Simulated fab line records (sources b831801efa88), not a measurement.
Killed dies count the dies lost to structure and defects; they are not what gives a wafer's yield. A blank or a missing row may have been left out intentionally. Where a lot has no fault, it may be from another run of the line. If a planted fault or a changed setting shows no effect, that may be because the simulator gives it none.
A lot that was struck, set against a sound lot	flow sky130	15 out of 708 route steps
Sound: these wafers, L750.3, L750.5, L750.6. Struck: wafer L742.3; the same lot's L742.6 was not struck, so it is left out; see the end for the cause.
At each step with rows: each side's tool, then ch and its chambers, then its first start. Under that, the readings that differ: sound wafers	struck wafers	difference of the means	sigmas: that difference in standard deviations of wafers without a fault.
alike: a reading whose means differ by less than 2 such deviations, as well as words and numbers matching on both sides. not compared: withheld readings; readings where some wafer has no value; bounds like >300 that might hide an equal value; numbers whose values overlap and for which the record gives no deviation.
A row with sigmas, a row that says differs or no value, or rows on one side alone: a step with any of these is where the two part. When numbers do not overlap yet have no deviation, they are printed without sigmas and do not part them. A reading missing from all wafers of one side parts the sides only when that side holds two or more wafers.

first, 8 steps without rows for these wafers: SKY_POLY_GATE_DEHYDRATE_05 (time 60 s); SKY_POLY_GATE_HMDS_06 (prime time 60 s); SKY_POLY_GATE_COAT_07 (resist thk 110 nm); SKY_POLY_GATE_COAT_08 (resist thk 450 nm); SKY_POLY_GATE_SOFTBAKE_09 (time 90 s); SKY_POLY_GATE_EXPOSE_10 (exposes mask P1M, target cd 150 nm); SKY_POLY_GATE_PEB_11; SKY_POLY_GATE_DEVELOP_12 (develop time 60 s).
SKY_POLY_GATE_CD_MEAS_13 targets a cd of 150 nm.
  struck on cd_sem-01, day 19 12:42; sound on cd_sem-02, day 22 05:26
  alike: cd_nm
SKY_POLY_GATE_OVL_MEAS_14:
  struck on overlay-02, day 19 12:47; sound on overlay-01, day 22 05:31
  alike: POLY_GATE_OVL
SKY_POLY_GATE_ETCH_15: etches BARC in N2/H2, stops on SiO2, time 118.5 s, target depth 110 nm.
  sound on rie_diel-01 ch 2,3, day 22 05:33; struck on rie_diel-01 ch 2, day 19 12:49
  alike: drypump_motor_current_A, oes_product_au, throttle_valve_pct
  not compared: rf_hours_counter_h
SKY_POLY_GATE_ETCH_16: etches Si3N4 in CH3F/O2, stops on poly-Si, time 147.5 s, target depth 75 nm.
  sound on rie_diel-01 ch 2,3, day 22 05:38; struck on rie_diel-01 ch 2, day 19 12:54
  alike: drypump_motor_current_A, oes_product_au, throttle_valve_pct
  not compared: rf_hours_counter_h
SKY_POLY_GATE_ETCH_17: etches poly-Si in HBr/Cl2, stops on SiO2, target depth 180 nm, time 70.5 s.
  sound on rie_si-02 ch 2,3, day 22 05:46; struck on rie_si-01 ch 1, day 19 13:00
reading	sound	struck	difference	sigmas
oes_product_au (a.u.)	0.990 0.991 0.983	0.742	-0.246	-33
rf_hours_counter_h (h)	- - -	20	no value on the sound wafers	
model.etch.depth_nm (nm)	179.7 177.2 177.9	117.6	-60.7	
model.POLY_GATE.feature_depth_nm (nm)	179.7 177.2 177.9	117.6	-60.7	
model.KrF-thick_of_POLY_GATE_COAT_08.thk_nm (nm)	137 135.8 137.4	170.7	+34.0	
  alike: drypump_motor_current_A, throttle_valve_pct
SKY_POLY_GATE_STRIP_18: strips in O2/N2.
  sound on plasma_asher-03 ch 0,1, day 22 05:51; struck on plasma_asher-02 ch 0, day 19 13:05
reading	sound	struck	difference	sigmas
oes_product_au (a.u.)	0.360 0.355 0.358	0.376	+0.018	+4
strip_time_to_endpoint_s (s)	3.14 3.12 3.13	3.51	+0.38	+8
  alike: drypump_motor_current_A
  not compared: rf_hours_counter_h
then, 1 step without rows for these wafers: SKY_POLY_GATE_CLEAN_19 (cleans in SC1/SC2, time 150 s).

## WHERE THEY PART
Earliest at SKY_POLY_GATE_ETCH_17; latest, in this record, at SKY_POLY_GATE_STRIP_18.

WHY: what had been put in by the simulator
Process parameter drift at SKY_POLY_GATE_ETCH_17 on rie_si-01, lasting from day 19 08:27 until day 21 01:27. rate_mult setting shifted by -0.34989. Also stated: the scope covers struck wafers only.
